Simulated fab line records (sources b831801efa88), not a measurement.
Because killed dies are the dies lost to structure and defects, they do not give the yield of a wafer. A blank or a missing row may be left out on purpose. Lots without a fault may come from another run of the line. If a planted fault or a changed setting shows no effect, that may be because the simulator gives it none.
Matching of chambers ; flow sky130 ; SKY_CONTACT_CMP_27 on cmp-02: 4 sister chambers
The step polishes, stops on SiO2, t overpolish 15 s, target thk 0 nm. 14 wafers are shown with their chamber, then 6 later ones without.

EACH WAFER AND ITS CHAMBER
wafer;chamber;motor_current_A (A);time_to_endpoint_s (s);overpolish_run_s (s)
L527.2;2;9.1;71;14.995
L527.4;1;11.5;79;15.010
L527.6;0;10.8;78;15.000
L528.3;3;12.7;88;14.992
L528.5;3;12.8;86;14.998
L528.6;0;11.1;80;15.010
L533.1;1;11.3;83;15.001
L533.2;3;13.0;89;14.997
L533.6;2;9.3;75;15.005
L535.4;2;9.2;74;15.002
L535.6;3;13.2;90;14.981
L538.1;1;10.9;81;15.012
L538.2;0;10.9;73;14.990
L538.6;1;10.8;79;14.991

SIGNATURES (means of the wafers above)
reading;chamber 0;chamber 1;chamber 2;chamber 3;scatter within a chamber
motor_current_A;10.933;11.125;9.200;12.925;0.233
time_to_endpoint_s;77.00;80.50;73.33;88.25;2.33
overpolish_run_s;15.00000;15.00350;15.00067;14.99200;0.00844
Rule: distance of a wafer from a chamber = root of the sum over the readings of ((wafer's reading minus chamber's mean) / reading's scatter) squared. The wafer belongs to the nearest chamber; if the next one is less than 2 further off, it can't be placed. The scatter is the square root of a quotient: the sum, over the shown wafers, of each reading's squared deviation from its chamber's mean, divided by wafers minus chambers.

WAFERS WHOSE CHAMBER IS MISSING
wafer;motor_current_A (A);time_to_endpoint_s (s);overpolish_run_s (s)
L544.1;13.5;85;15.017
L544.4;11.3;79;15.007
L544.6;9.3;71;14.999
L546.1;9.3;75;14.993
L546.2;10.4;80;14.997
L546.3;11.4;80;14.996

WHICH CHAMBER EACH WENT THROUGH
wafer;from the rows above;in truth
L544.1;3;3
L544.4;can't be placed: 1 or 0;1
L544.6;2;2
L546.1;2;2
L546.2;can't be placed: 0 or 1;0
L546.3;can't be placed: 1 or 0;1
3 of 6 placed correctly. From these rows, 3 cannot be placed; in 3 the true chamber is one of the candidates. 0 placed wrongly.
